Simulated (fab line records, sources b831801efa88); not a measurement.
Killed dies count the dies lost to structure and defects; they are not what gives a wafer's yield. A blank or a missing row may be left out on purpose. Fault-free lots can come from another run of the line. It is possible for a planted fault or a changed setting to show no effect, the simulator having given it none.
The same fault as seen by 2 desks    flow gf180mcu    numbers are kept per desk, each desk with only its own; the story behind them comes last

FOR THE TOOL OWNER'S DESK: implanter-03
The tool's own readings at GF_HV_LDD_IMPLANT_48: means of the sampled wafers that have a number, for each lot that ran on this tool. Marked OUT: a lot whose mean sits more than 4 standard deviations from the usual mean, which makes it out of limits; the brackets give that distance.
Columns: A = doseIonsCm2 at GF_HV_LDD_IMPLANT_48, usual 3e+13; B = faradayCurrentUA at GF_HV_LDD_IMPLANT_48, usual 169
lot   first seen here  A                        B
L329  day 13 00:23     3e+13                    169
L330  day 13 12:16     3e+13                    167
L331  day 13 18:53     3e+13                    169
L340  day 16 17:44     2e+13 (-99 or more) OUT  114 (-18) OUT
L341  day 17 00:14     2e+13 (-99 or more) OUT  114 (-18) OUT
L349  day 20 03:22     3e+13                    168
Finding of this desk: L340, L341 out of limits; the first was L340 at day 16 17:44, on doseIonsCm2 at GF_HV_LDD_IMPLANT_48. In limits: L329, L330, L331, L349.

METROLOGY DESK
Means of the sampled wafers that have a number, per lot and without regard to the tool the lot ran on: this is what the gauges read. Marked OUT: a lot whose mean sits more than 4 standard deviations from the usual mean, which makes it out of limits; the brackets give that distance.
Columns: A = DUAL_GATE_OVL at GF_DUAL_GATE_OVL_MEAS_11, usual 0.2 nm; B = HV_LDD_4_TW at GF_HV_LDD_TW_MEAS_50, usual 569
lot   first seen here  A     B
L327  day 8 10:46      1.8   564
L329  day 8 21:31      1.1   580
L330  day 9 06:44      -0.2  566
L331  day 9 13:38      -0.2  579
L332  day 9 19:41      0.3   563
L337  day 11 06:11     -1.1  564
L340  day 12 02:14     2.0   496 (-10) OUT
L341  day 12 08:01     2.9   494 (-11) OUT
L343  day 13 00:17     0.3   567
L344  day 13 05:11     0.3   568
L348  day 14 10:47     -1.8  574
L349  day 14 18:46     -1.2  577
L350  day 14 21:29     0.6   566
This desk's result: L340, L341 out of limits, first on L340 (HV_LDD_4_TW at GF_HV_LDD_TW_MEAS_50), day 16 17:58. In limits: L327, L329, L330, L331, L332, L337, L343, L344, L348, L349, L350.

BROUGHT TOGETHER
At day 16 17:44, on L340, L341, the tool owner's desk was in a position to raise an alarm.
Metrology desk: alarm possible at day 16 17:58 on L340, L341.
GF_HV_LDD_IMPLANT_48 was run on implanter-03 by each of the lots named.

WHAT THE SIMULATOR PUT IN
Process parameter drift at GF_HV_LDD_IMPLANT_48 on implanter-03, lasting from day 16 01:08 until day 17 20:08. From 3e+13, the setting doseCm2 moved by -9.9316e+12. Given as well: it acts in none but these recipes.
Lots struck among those shown: L340, L341.
Delay (hours) between the fault's onset and each desk's first out-of-limits reading: 17 at the tool owner's desk, 17 at the metrology desk.
